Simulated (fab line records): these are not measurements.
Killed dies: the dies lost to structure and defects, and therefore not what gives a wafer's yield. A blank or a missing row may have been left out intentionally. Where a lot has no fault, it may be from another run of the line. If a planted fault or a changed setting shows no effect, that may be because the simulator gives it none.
Which of the tools did it? / flow sky130 / 14 lots with 42 wafers sampled at 2 steps, on a route of 708 steps

## WHAT THE GAUGES READ, wafer by wafer
No reading from a measuring or inspecting step in the record can be judged against a usual standard deviation.

## WHICH TOOL RAN EACH LOT (tool, then ch and the chambers of the sampled wafers, then the start)
lot=L334; SKY_FIELD_ISO_WET_ETCH_28=wetBench-02 ch 3, day 2 19:44; SKY_PAD_OPEN_PROBE_99=-
lot=L333; SKY_FIELD_ISO_WET_ETCH_28=wetBench-02 ch 3, day 2 20:48; SKY_PAD_OPEN_PROBE_99=-
lot=L336; SKY_FIELD_ISO_WET_ETCH_28=wetBench-02 ch 1, day 3 08:57; SKY_PAD_OPEN_PROBE_99=-
lot=L337; SKY_FIELD_ISO_WET_ETCH_28=wetBench-01 ch 0, day 3 13:40; SKY_PAD_OPEN_PROBE_99=-
lot=L338; SKY_FIELD_ISO_WET_ETCH_28=wetBench-02 ch 3, day 3 21:06; SKY_PAD_OPEN_PROBE_99=-
lot=L342; SKY_FIELD_ISO_WET_ETCH_28=wetBench-04 ch 2, day 4 19:05; SKY_PAD_OPEN_PROBE_99=-
lot=L343; SKY_FIELD_ISO_WET_ETCH_28=wetBench-04 ch 1, day 4 22:05; SKY_PAD_OPEN_PROBE_99=prober-01, day 50 04:56
lot=L344; SKY_FIELD_ISO_WET_ETCH_28=wetBench-04 ch 1, day 4 23:35; SKY_PAD_OPEN_PROBE_99=prober-02, day 50 08:17
lot=L347; SKY_FIELD_ISO_WET_ETCH_28=wetBench-04 ch 3, day 5 23:16; SKY_PAD_OPEN_PROBE_99=-
lot=L351; SKY_FIELD_ISO_WET_ETCH_28=wetBench-04 ch 2, day 6 13:26; SKY_PAD_OPEN_PROBE_99=prober-01, day 50 11:52
lot=L352; SKY_FIELD_ISO_WET_ETCH_28=wetBench-04 ch 2, day 6 22:49; SKY_PAD_OPEN_PROBE_99=-
lot=L353; SKY_FIELD_ISO_WET_ETCH_28=wetBench-04 ch 2, day 7 02:41; SKY_PAD_OPEN_PROBE_99=prober-01, day 50 14:44
lot=L354; SKY_FIELD_ISO_WET_ETCH_28=wetBench-04 ch 0, day 7 04:11; SKY_PAD_OPEN_PROBE_99=prober-01, day 50 15:30
lot=L355; SKY_FIELD_ISO_WET_ETCH_28=wetBench-01 ch 2, day 7 11:57; SKY_PAD_OPEN_PROBE_99=-
- SKY_FIELD_ISO_WET_ETCH_28: etches SiO2 in dHF, target depth 23.7 nm, time 47 s.
- SKY_PAD_OPEN_PROBE_99

## AS READ BY THE TOOLS THEMSELVES (means over the sampled wafers that have a number; for cases with no such wafer, the mark the record gives instead)
SKY_FIELD_ISO_WET_ETCH_28. Usual: bathHeatDutyPct 6.4 %, standard deviation 0.84; runLengthS 74.1 s, standard deviation 2.8.
lot=L334; tool=wetBench-02; bathHeatDutyPct (%)=7.2; runLengthS (s)=73.2; flag=
lot=L333; tool=wetBench-02; bathHeatDutyPct (%)=7.3; runLengthS (s)=72.6; flag=
lot=L336; tool=wetBench-02; bathHeatDutyPct (%)=6.3; runLengthS (s)=73.2; flag=
lot=L337; tool=wetBench-01; bathHeatDutyPct (%)=6.7; runLengthS (s)=79.0; flag=
lot=L338; tool=wetBench-02; bathHeatDutyPct (%)=7.2; runLengthS (s)=72.9; flag=
lot=L342; tool=wetBench-04; bathHeatDutyPct (%)=6.5; runLengthS (s)=72.7; flag=
lot=L343; tool=wetBench-04; bathHeatDutyPct (%)=-; runLengthS (s)=-; flag=OFF
lot=L344; tool=wetBench-04; bathHeatDutyPct (%)=-; runLengthS (s)=-; flag=OFF
lot=L347; tool=wetBench-04; bathHeatDutyPct (%)=5.7; runLengthS (s)=78.7; flag=
lot=L351; tool=wetBench-04; bathHeatDutyPct (%)=6.8; runLengthS (s)=73.0; flag=
lot=L352; tool=wetBench-04; bathHeatDutyPct (%)=6.6; runLengthS (s)=72.6; flag=
lot=L353; tool=wetBench-04; bathHeatDutyPct (%)=7.0; runLengthS (s)=72.4; flag=
lot=L354; tool=wetBench-04; bathHeatDutyPct (%)=5.9; runLengthS (s)=71.6; flag=
lot=L355; tool=wetBench-01; bathHeatDutyPct (%)=5.2; runLengthS (s)=71.8; flag=

SKY_PAD_OPEN_PROBE_99. Usual: killed_at_M0_to_M3 44, standard deviation 7.9; killed_at_M4_up 3.1, standard deviation 1.9; killedAtContacts 24, standard deviation 4.6; killedAtFrontEnd 16, standard deviation 4.9; killedAtOther 0.3, standard deviation 0.6; killedDies 87, standard deviation 9.7; killedOnRim 17, standard deviation 3.7; killedOpen 48, standard deviation 7.2; killedShort 39, standard deviation 5.6.
lot=L343 tool=prober-01 killed_at_M0_to_M3=46 killed_at_M4_up=3.7 killedAtContacts=24 killedAtFrontEnd=416 killedAtOther=1.3 killedDies=492 killedOnRim=96 killedOpen=58 killedShort=40 flag=OFF
lot=L344 tool=prober-02 killed_at_M0_to_M3=41 killed_at_M4_up=3.0 killedAtContacts=27 killedAtFrontEnd=420 killedAtOther=0.7 killedDies=492 killedOnRim=96 killedOpen=49 killedShort=41 flag=OFF
lot=L351 tool=prober-01 killed_at_M0_to_M3=42 killed_at_M4_up=2.0 killedAtContacts=22 killedAtFrontEnd=19 killedAtOther=0.3 killedDies=85 killedOnRim=18 killedOpen=45 killedShort=40 flag=
lot=L353 tool=prober-01 killed_at_M0_to_M3=38 killed_at_M4_up=4.7 killedAtContacts=21 killedAtFrontEnd=17 killedAtOther=0.3 killedDies=81 killedOnRim=15 killedOpen=43 killedShort=38 flag=
lot=L354 tool=prober-01 killed_at_M0_to_M3=48 killed_at_M4_up=3.3 killedAtContacts=21 killedAtFrontEnd=14 killedAtOther=1.3 killedDies=88 killedOnRim=17 killedOpen=47 killedShort=40 flag=

## THE ANSWER, worked out from the rows above alone
Rule: lot off if the mean of its wafers having a number is beyond 3 standard deviations from the usual mean. A lot without any number at a reading at which 4 lots or more have one is off too. The other lots that the step has rows for count as sound. First the gauges in route order, then the tools' own readings, where a lot's mean is used as printed above. The first step at which some lot is off is used, and at that step the reading that is off furthest; a lot without a number counts as furthest.
Off at SKY_FIELD_ISO_WET_ETCH_28 (bathHeatDutyPct): L343, L344. Without a number there: L343, L344.
If a tool, at that step or one of the process steps before it, ran each lot that is off and ran no sound lot following the first of them, it fits. Not one of the candidates tried fits.

## WHAT WAS PUT IN BY THE SIMULATOR
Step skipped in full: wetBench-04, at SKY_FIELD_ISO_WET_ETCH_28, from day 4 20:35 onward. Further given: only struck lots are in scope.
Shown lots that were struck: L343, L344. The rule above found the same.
